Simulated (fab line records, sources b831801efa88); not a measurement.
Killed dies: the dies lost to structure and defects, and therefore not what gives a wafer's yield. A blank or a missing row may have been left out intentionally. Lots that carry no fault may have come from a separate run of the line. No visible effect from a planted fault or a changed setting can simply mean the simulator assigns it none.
Which tool was responsible? + flow gf180mcu + 12 lots with 36 wafers sampled at 4 steps, on a route of 602 steps

== WHAT THE GAUGES READ, wafer by wafer ==
GF_DNWELL_TW_MEAS_09. Usual: DNWELL_TW gives 1363 (standard deviation 24).
| lot  | measured    | on           | DNWELL_TW      | flag |
|------|-------------|--------------|----------------|------|
| L547 | day 2 18:55 | filmMetro-04 | 1331 1330 1342 |      |
| L551 | day 3 16:53 | filmMetro-04 | 1330 1336 1331 |      |
| L552 | day 3 21:04 | filmMetro-01 | 1403 1405 1403 |      |
| L553 | day 4 02:39 | filmMetro-04 | 1339 1339 1334 |      |
| L554 | day 4 07:14 | filmMetro-01 | 1070 1068 1067 | OFF  |
| L555 | day 4 12:24 | filmMetro-04 | 1035 1034 1032 | OFF  |
| L561 | day 5 21:20 | filmMetro-02 | 1350 1346 1349 |      |
| L562 | day 6 02:32 | filmMetro-04 | 1336 1344 1350 |      |
| L563 | day 6 07:44 | filmMetro-01 | 1388 1372 1378 |      |
| L564 | day 6 12:56 | filmMetro-01 | 1387 1386 1383 |      |
| L565 | day 6 19:02 | filmMetro-01 | 1381 1379 1378 |      |
| L567 | day 7 06:47 | filmMetro-02 | 1354 1347 1349 |      |

GF_POLY_GATE_CD_MEAS_10 targets a cd of 280 nm. Usual: cdNm reads 279.5 nm (standard deviation 1.3).
| lot  | measured     | on       | cdNm (nm)         | flag |
|------|--------------|----------|-------------------|------|
| L547 | day 9 08:47  | cdSem-01 | 279.4 278.9 280.1 |      |
| L551 | day 10 10:10 | cdSem-01 | 280.4 280.9 280.8 |      |
| L552 | day 10 14:23 | cdSem-02 | 283.0 281.3 280.9 |      |
| L553 | day 11 03:11 | cdSem-01 | 279.4 280.5 279.3 |      |
| L554 | day 11 05:40 | cdSem-01 | 278.9 280.0 280.5 |      |
| L555 | day 11 09:54 | cdSem-02 | 281.1 280.5 280.7 |      |
| L561 | day 13 07:02 | cdSem-01 | 280.3 280.0 280.4 |      |
| L562 | day 13 16:35 | cdSem-01 | 280.8 281.4 281.0 |      |
| L563 | day 13 19:26 | cdSem-02 | 278.5 278.4 277.4 |      |
| L564 | day 14 04:02 | cdSem-01 | 278.7 278.5 278.7 |      |
| L565 | day 14 13:46 | cdSem-01 | 278.9 278.7 278.5 |      |
| L567 | day 15 03:04 | cdSem-02 | 276.7 277.6 276.5 |      |

== EACH LOT AND THE TOOL THAT RAN IT (in order: tool; ch and the chambers of the sampled wafers; start) ==
| lot  | GF_DNWELL_IMPLANT_07           | GF_LVPWELL_STRIP_10                |
|------|--------------------------------|------------------------------------|
| L547 | implanter-03 ch 0, day 2 18:41 | plasmaAsher-02 ch 1, day 3 21:35   |
| L551 | implanter-04 ch 0, day 3 16:38 | plasmaAsher-03 ch 1, day 4 19:25   |
| L552 | implanter-04 ch 0, day 3 20:50 | plasmaAsher-03 ch 0,1, day 5 00:41 |
| L553 | implanter-03 ch 0, day 4 02:24 | plasmaAsher-03 ch 0,1, day 5 07:08 |
| L554 | implanter-04 ch 0, day 4 06:56 | plasmaAsher-04 ch 0,1, day 5 11:44 |
| L555 | implanter-04 ch 0, day 4 12:10 | plasmaAsher-02 ch 0,1, day 5 16:19 |
| L561 | implanter-02 ch 0, day 5 21:05 | plasmaAsher-02 ch 0,1, day 7 04:10 |
| L562 | implanter-03 ch 0, day 6 02:17 | plasmaAsher-02 ch 0,1, day 7 09:55 |
| L563 | implanter-03 ch 0, day 6 07:30 | plasmaAsher-03 ch 0,1, day 7 14:53 |
| L564 | implanter-02 ch 0, day 6 12:42 | plasmaAsher-03 ch 0,1, day 7 19:47 |
| L565 | implanter-02 ch 0, day 6 18:45 | plasmaAsher-04 ch 0,1, day 8 01:59 |
| L567 | implanter-03 ch 0, day 7 06:32 | plasmaAsher-03 ch 0,1, day 8 14:19 |
- GF_DNWELL_IMPLANT_07
- GF_LVPWELL_STRIP_10: strips in O2/N2.

== AS READ BY THE TOOLS THEMSELVES (means over the sampled wafers that have a number; for cases with no such wafer, the mark the record gives instead) ==
GF_DNWELL_IMPLANT_07. Usual: doseIonsCm2 1e+13, standard deviation 1.1e+10; faradayCurrentUA 56.4, standard deviation 1.1.
| lot  | tool         | doseIonsCm2 | faradayCurrentUA | flag |
|------|--------------|-------------|------------------|------|
| L547 | implanter-03 | 1e+13       | 56.8             |      |
| L551 | implanter-04 | 1e+13       | 56.6             |      |
| L552 | implanter-04 | 1e+13       | 57.2             |      |
| L553 | implanter-03 | 1e+13       | 55.9             |      |
| L554 | implanter-04 | 4e+12       | 25.4             | OFF  |
| L555 | implanter-04 | 4e+12       | 25.5             | OFF  |
| L561 | implanter-02 | 1e+13       | 56.9             |      |
| L562 | implanter-03 | 1e+13       | 57.7             |      |
| L563 | implanter-03 | 1e+13       | 55.8             |      |
| L564 | implanter-02 | 1e+13       | 56.6             |      |
| L565 | implanter-02 | 1e+13       | 56.0             |      |
| L567 | implanter-03 | 1e+13       | 56.5             |      |

GF_LVPWELL_STRIP_10. Usual: drypumpMotorCurrentA 5.9 A, standard deviation 0.54; heaterPowerW 314 W, standard deviation 35; oesProductAu 0.722 a.u., standard deviation 0.0042; stripTimeToEndpointS 36.94 s, standard deviation 0.1.
| lot  | tool           | drypumpMotorCurrentA (A) | heaterPowerW (W) | oesProductAu (a.u.) | stripTimeToEndpointS (s) | flag |
|------|----------------|--------------------------|------------------|---------------------|--------------------------|------|
| L547 | plasmaAsher-02 | 5.3                      | 320              | 0.721               | 36.78                    |      |
| L551 | plasmaAsher-03 | 6.2                      | 376              | 0.722               | 36.92                    |      |
| L552 | plasmaAsher-03 | 6.1                      | 343              | 0.722               | 36.86                    |      |
| L553 | plasmaAsher-03 | 6.1                      | 337              | 0.719               | 37.17                    |      |
| L554 | plasmaAsher-04 | 5.2                      | 289              | 0.721               | 36.82                    |      |
| L555 | plasmaAsher-02 | 5.7                      | 325              | 0.718               | 36.92                    |      |
| L561 | plasmaAsher-02 | 5.6                      | 325              | 0.722               | 36.74                    |      |
| L562 | plasmaAsher-02 | 6.0                      | 334              | 0.722               | 36.91                    |      |
| L563 | plasmaAsher-03 | 6.1                      | 326              | 0.724               | 37.00                    |      |
| L564 | plasmaAsher-03 | 6.1                      | 296              | 0.721               | 36.89                    |      |
| L565 | plasmaAsher-04 | 5.2                      | 291              | 0.723               | 36.97                    |      |
| L567 | plasmaAsher-03 | 6.1                      | 289              | 0.718               | 36.94                    |      |

== THE ANSWER, worked out from the rows above alone ==
Rule: take the mean of a lot's wafers that have a number; if it is more than 3 standard deviations from the usual mean, the lot is off. A lot without any number at a reading at which 4 lots or more have one is off too. Any other lot the step has rows for is counted as sound. After the gauges, taken in route order, come the tools' own readings; for these a lot's mean is taken, as printed above. The first step at which some lot is off is used, and at that step the reading that is off furthest; a lot without a number counts as furthest.
Off: L554, L555, at GF_DNWELL_TW_MEAS_09 (DNWELL_TW).
A tool fits if, at a process step before that reading, it ran every lot that is off, and no sound lot after the first of them. The gauges at GF_DNWELL_TW_MEAS_09 aren't tried: what is off there is off at GF_DNWELL_IMPLANT_07 too, on other tools, and a gauge's error can't cause that. One candidate fits, namely implanter-04 at GF_DNWELL_IMPLANT_07. A fault onset in the window from L552 (day 3 20:50, its last sound lot) to L554 (day 4 06:56, its first lot off) fits.
The tool's own readings at GF_DNWELL_IMPLANT_07 bear it out: on the lots that are off they differ by more than 5 times the standard deviation of the sound lots' means. doseIonsCm2 reads 4e+12 there against 1e+13 on the sound lots; faradayCurrentUA reads 25.4 there against 56.6 on the sound lots.

== WHAT THE SIMULATOR HAD INSERTED ==
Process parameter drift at GF_DNWELL_IMPLANT_07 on implanter-04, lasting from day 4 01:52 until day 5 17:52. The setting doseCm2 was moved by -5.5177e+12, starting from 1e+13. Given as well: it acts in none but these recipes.
Shown lots that were struck: L554, L555. The rule given above showed the same thing.
